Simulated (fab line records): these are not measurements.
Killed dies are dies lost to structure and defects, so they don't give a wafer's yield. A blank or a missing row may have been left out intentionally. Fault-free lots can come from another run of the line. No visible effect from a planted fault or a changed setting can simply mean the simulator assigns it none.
Tool commonality check    flow gf180mcu    Sample size 10 lots and 30 wafers

REASON IT WAS OPENED
At GF_VT_IMPLANT_TW_MEAS_21 the reading VT_IMPLANT_2_TW is flagged on 3 of 10 lots. No-fault wafers: 1212, standard deviation 9.8.
Rule: flag the lot when none of its wafers has a number, or when each of its wafers that has one lies beyond 4 standard deviations from that mean. The rest of the lots are taken to be sound.

lot   measured      on             VT_IMPLANT_2_TW, wafer by wafer  flag
L880  day 6 16:58   film-metro-03  1218 1210 1215                   
L883  day 7 18:06   film-metro-03  1209 1208 1209                   
L884  day 7 23:29   film-metro-02  1218 1206 1216                   
L895  day 10 18:20  film-metro-03  30 31 30                         FLAGGED
L896  day 10 23:08  film-metro-02  30 30 30                         FLAGGED
L897  day 11 03:52  film-metro-02  30 30 30                         FLAGGED
L898  day 11 11:29  film-metro-02  1223 1217 1221                   
L899  day 11 18:42  film-metro-04  1202 1198 1196                   
L900  day 12 02:12  film-metro-04  1205 1200 1199                   
L901  day 12 10:38  film-metro-03  1221 1220 1214                   
Flagged lots average 30: -1182 relative to the usual, that is -99 or more standard deviations.

EACH LOT AND THE TOOL IT RAN ON
The record holds 5 process steps before the reading, out of a route of 602 steps. Every cell lists first the tool, next ch and the chambers used by the sampled wafers, and last the start.
lot   flag     GF_STI_STRIP_15                      GF_LVPWELL_STRIP_10                  GF_MVSD_STRIP_10                     GF_VT_IMPLANT_STRIP_09                GF_VT_IMPLANT_STRIP_20
L880           plasma-asher-04 ch 0,1, day 2 11:04  plasma-asher-03 ch 0,1, day 4 06:51  plasma-asher-02 ch 0,1, day 4 21:07  plasma-asher-01 ch 0,1, day 6 01:21   plasma-asher-01 ch 0,1, day 6 16:51
L883           plasma-asher-02 ch 0,1, day 3 03:18  plasma-asher-03 ch 0,1, day 5 05:46  plasma-asher-02 ch 0,1, day 5 20:40  plasma-asher-03 ch 0,1, day 7 03:06   plasma-asher-03 ch 0,1, day 7 18:00
L884           plasma-asher-04 ch 0,1, day 3 09:00  plasma-asher-04 ch 0,1, day 5 08:52  plasma-asher-02 ch 0,1, day 5 23:58  plasma-asher-02 ch 0,1, day 7 07:21   plasma-asher-03 ch 0,1, day 7 23:23
L895  FLAGGED  plasma-asher-01 ch 0,1, day 5 17:34  plasma-asher-04 ch 0, day 7 20:21    plasma-asher-02 ch 0,1, day 8 13:35  plasma-asher-02 ch 0,1, day 10 00:14  plasma-asher-03 ch 0,1, day 10 18:14
L896  FLAGGED  plasma-asher-04 ch 0,1, day 5 22:23  plasma-asher-03 ch 0,1, day 8 00:36  plasma-asher-01 ch 0,1, day 8 17:43  plasma-asher-03 ch 0,1, day 10 04:41  plasma-asher-03 ch 0,1, day 10 23:03
L897  FLAGGED  plasma-asher-04 ch 0,1, day 6 02:10  plasma-asher-01 ch 0,1, day 8 05:58  plasma-asher-01 ch 1, day 8 22:47    plasma-asher-02 ch 0,1, day 10 09:27  plasma-asher-03 ch 0,1, day 11 03:45
L898           plasma-asher-02 ch 0,1, day 6 08:48  plasma-asher-01 ch 0,1, day 8 13:24  plasma-asher-02 ch 0,1, day 9 05:46  plasma-asher-03 ch 0,1, day 10 17:17  plasma-asher-01 ch 0,1, day 11 11:22
L899           plasma-asher-02 ch 0,1, day 6 13:58  plasma-asher-01 ch 0,1, day 8 18:22  plasma-asher-04 ch 0,1, day 9 11:41  plasma-asher-03 ch 0,1, day 10 23:55  plasma-asher-03 ch 0,1, day 11 18:36
L900           plasma-asher-04 ch 0,1, day 6 18:23  plasma-asher-01 ch 0,1, day 9 00:44  plasma-asher-01 ch 0,1, day 9 18:22  plasma-asher-03 ch 0,1, day 11 06:55  plasma-asher-03 ch 0,1, day 12 02:07
L901           plasma-asher-02 ch 0,1, day 7 00:16  plasma-asher-04 ch 0,1, day 9 07:51  plasma-asher-02 ch 0, day 10 01:16   plasma-asher-03 ch 0,1, day 11 14:50  plasma-asher-01 ch 0, day 12 10:32
What is done by these steps:
- GF_STI_STRIP_15: strips in O2/N2.
- GF_LVPWELL_STRIP_10: strips in O2/N2.
- GF_MVSD_STRIP_10: strips in O2/N2.
- GF_VT_IMPLANT_STRIP_09: strips in O2/N2.
- GF_VT_IMPLANT_STRIP_20: strips in O2/N2.
- GF_VT_IMPLANT_TW_MEAS_21

FLAGGED OVER TOTAL, TOOL BY TOOL (the gauges that took the reading come last)
step                      tool             lots run  flagged  share of the flagged lots  sound lots run after its first flagged lot
GF_STI_STRIP_15           plasma-asher-01  1         1        some                       0
GF_STI_STRIP_15           plasma-asher-02  4         0        none                       -
GF_STI_STRIP_15           plasma-asher-04  5         2        some                       1 (L900)
GF_LVPWELL_STRIP_10       plasma-asher-01  4         1        some                       3 (L898,L899,L900)
GF_LVPWELL_STRIP_10       plasma-asher-03  3         1        some                       0
GF_LVPWELL_STRIP_10       plasma-asher-04  3         1        some                       1 (L901)
GF_MVSD_STRIP_10          plasma-asher-01  3         2        some                       1 (L900)
GF_MVSD_STRIP_10          plasma-asher-02  6         1        some                       2 (L898,L901)
GF_MVSD_STRIP_10          plasma-asher-04  1         0        none                       -
GF_VT_IMPLANT_STRIP_09    plasma-asher-01  1         0        none                       -
GF_VT_IMPLANT_STRIP_09    plasma-asher-02  3         2        some                       0
GF_VT_IMPLANT_STRIP_09    plasma-asher-03  6         1        some                       4 (L898,L899,L900,L901)
GF_VT_IMPLANT_STRIP_20    plasma-asher-01  3         0        none                       -
GF_VT_IMPLANT_STRIP_20    plasma-asher-03  7         3        all                        2 (L899,L900)
GF_VT_IMPLANT_TW_MEAS_21  film-metro-02    4         2        some                       1 (L898)
GF_VT_IMPLANT_TW_MEAS_21  film-metro-03    4         1        some                       1 (L901)
GF_VT_IMPLANT_TW_MEAS_21  film-metro-04    2         0        none                       -

WHAT IS ALLOWED BY THE TABLE
All flagged lots share 1 row of the table, namely plasma-asher-03 at GF_VT_IMPLANT_STRIP_20.
- plasma-asher-03 at GF_VT_IMPLANT_STRIP_20: 3 of its 7 lots flagged. Sound lots ran on it after the first flagged one (L899, L900), which a lasting fault on the whole tool wouldn't allow. Its own readings (strip-time-to-endpoint-s) fall more than 4 standard deviations out on all wafers of the flagged lots.
No row of the table ran every flagged lot and no sound lot after the first.

WHAT THE SIMULATOR HAD INSERTED
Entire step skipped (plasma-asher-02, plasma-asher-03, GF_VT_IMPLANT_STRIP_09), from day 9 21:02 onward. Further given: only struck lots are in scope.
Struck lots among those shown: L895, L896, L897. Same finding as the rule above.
